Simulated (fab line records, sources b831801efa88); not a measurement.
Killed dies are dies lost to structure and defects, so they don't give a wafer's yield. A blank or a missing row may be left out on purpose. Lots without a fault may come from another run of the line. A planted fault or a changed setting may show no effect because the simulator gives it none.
A struck lot beside a sound one | flow gf180mcu | 17 steps out of a route of 602
Sound: wafers L751.2, L751.5, L751.6. Struck: wafers L762.2, L762.4, L762.6. The cause comes at the end.
At each step with rows: each side's tool, then ch and its chambers, then its first start. Under that, the readings that differ: sound wafers | struck wafers | difference of the means | sigmas: that difference in standard deviations of wafers without a fault.
alike: readings whose means differ by less than 2 such deviations, and words and numbers that are the same on both sides. not compared: withheld readings, readings that some wafer has no value for, bounds like >300 that may hide the same value, and numbers for which the record gives no deviation and whose values overlap.
The two part at a step that has a row with sigmas, a row that says differs or no value, or rows on one side only. Numbers that don't overlap but have no deviation are shown without sigmas and don't part them. A reading that every wafer of one side lacks parts them only if that side has two wafers or more.

first, 1 step without rows for these wafers: GF_STI_OXIDATION_01 (stabilise 600 s, purge 300 s, target thk 10 nm).
GF_STI_THK_MEAS_02:
  sound on film_metro-01, day 1 22:47; struck on film_metro-04, day 4 04:31
  alike: STI_OXIDATION_THK
then, 1 step without rows for these wafers: GF_STI_CVD_03 (deposits Si3N4 from DCS/NH3, target thk 207.16 nm, time 3551 s).
GF_STI_THK_MEAS_04:
  sound on film_metro-01, day 2 01:49; struck on film_metro-02, day 4 07:34
  reading             | sound             | struck            | difference | sigmas
  STI_CVD_03_THK (nm) | 204.8 207.1 206.6 | 211.2 210.7 210.1 | +4.5       | +2
then, 7 steps without rows for these wafers: GF_STI_DEHYDRATE_05 (time 60 s); GF_STI_HMDS_06 (prime time 60 s); GF_STI_COAT_07 (resist thk 700 nm); GF_STI_SOFTBAKE_08 (time 60 s); GF_STI_EXPOSE_09 (exposes mask COMP, target cd 220 nm); GF_STI_PEB_10 (peb time 90 s); GF_STI_DEVELOP_11 (develop time 60 s).
GF_STI_CD_MEAS_12: target cd 220 nm.
  sound on cd_sem-01, day 2 14:38; struck on cd_sem-01, day 4 20:56
  alike: cd_nm
GF_STI_ETCH_13: etches the open film in CHF3/O2, stops on Si, target depth 282.31 nm, time 112.9 s.
  sound on rie_diel-01 ch 1,2,3, day 2 14:44; struck on rie_diel-01 ch 0,1,2, day 4 21:02
  reading                              | sound             | struck            | difference | sigmas
  bias_w (W)                           | 199.7 200.7 200.7 | 245.3 244.9 245.1 | +44.7      | +77
  model.KrF_of_STI_COAT_07.thk_nm (nm) | 432.6 435 435.5   | 414.3 420.5 422.4 | -15.3      |
  alike: drypump_motor_current_A, oes_product_au, rf_fwd_power_W, throttle_valve_pct
  not compared: rf_hours_counter_h
GF_STI_ETCH_14: etches Si in HBr/Cl2/O2, target depth 360 nm, time 102.9 s.
  sound on rie_si-01 ch 0,1,3, day 2 14:49; struck on rie_si-01 ch 2,3, day 4 21:07
  reading                              | sound             | struck            | difference | sigmas
  bias_w (W)                           | 149.8 148.2 150.4 | 150.1 150.3 150.9 | +1.0       | +2
  model.KrF_of_STI_COAT_07.thk_nm (nm) | 313.6 313.2 313.2 | 293.5 300.4 302.1 | -14.7      |
  alike: drypump_motor_current_A, oes_product_au, rf_fwd_power_W, throttle_valve_pct
  not compared: rf_hours_counter_h
GF_STI_STRIP_15: strips in O2/N2.
  sound on plasma_asher-02 ch 0,1, day 2 14:53; struck on plasma_asher-02 ch 0,1, day 4 21:11
  reading                      | sound             | struck            | difference | sigmas
  oes_product_au (a.u.)        | 0.386 0.385 0.380 | 0.366 0.374 0.379 | -0.011     | -2
  strip_time_to_endpoint_s (s) | 3.66 3.65 3.66    | 3.44 3.52 3.53    | -0.16      | -3
  alike: drypump_motor_current_A, heater_power_w
  not compared: rf_hours_counter_h
then, 1 step without rows for these wafers: GF_STI_CLEAN_16 (cleans in dHF, time 25 s).
GF_PASSIVATION_PROBE_99:
  the record has rows for the sound wafers here (prober-02, day 30 11:41) and none for the struck ones

WHERE THEY PART
First at GF_STI_THK_MEAS_04; last, within this record, at GF_PASSIVATION_PROBE_99.

WHY: what the simulator had put in
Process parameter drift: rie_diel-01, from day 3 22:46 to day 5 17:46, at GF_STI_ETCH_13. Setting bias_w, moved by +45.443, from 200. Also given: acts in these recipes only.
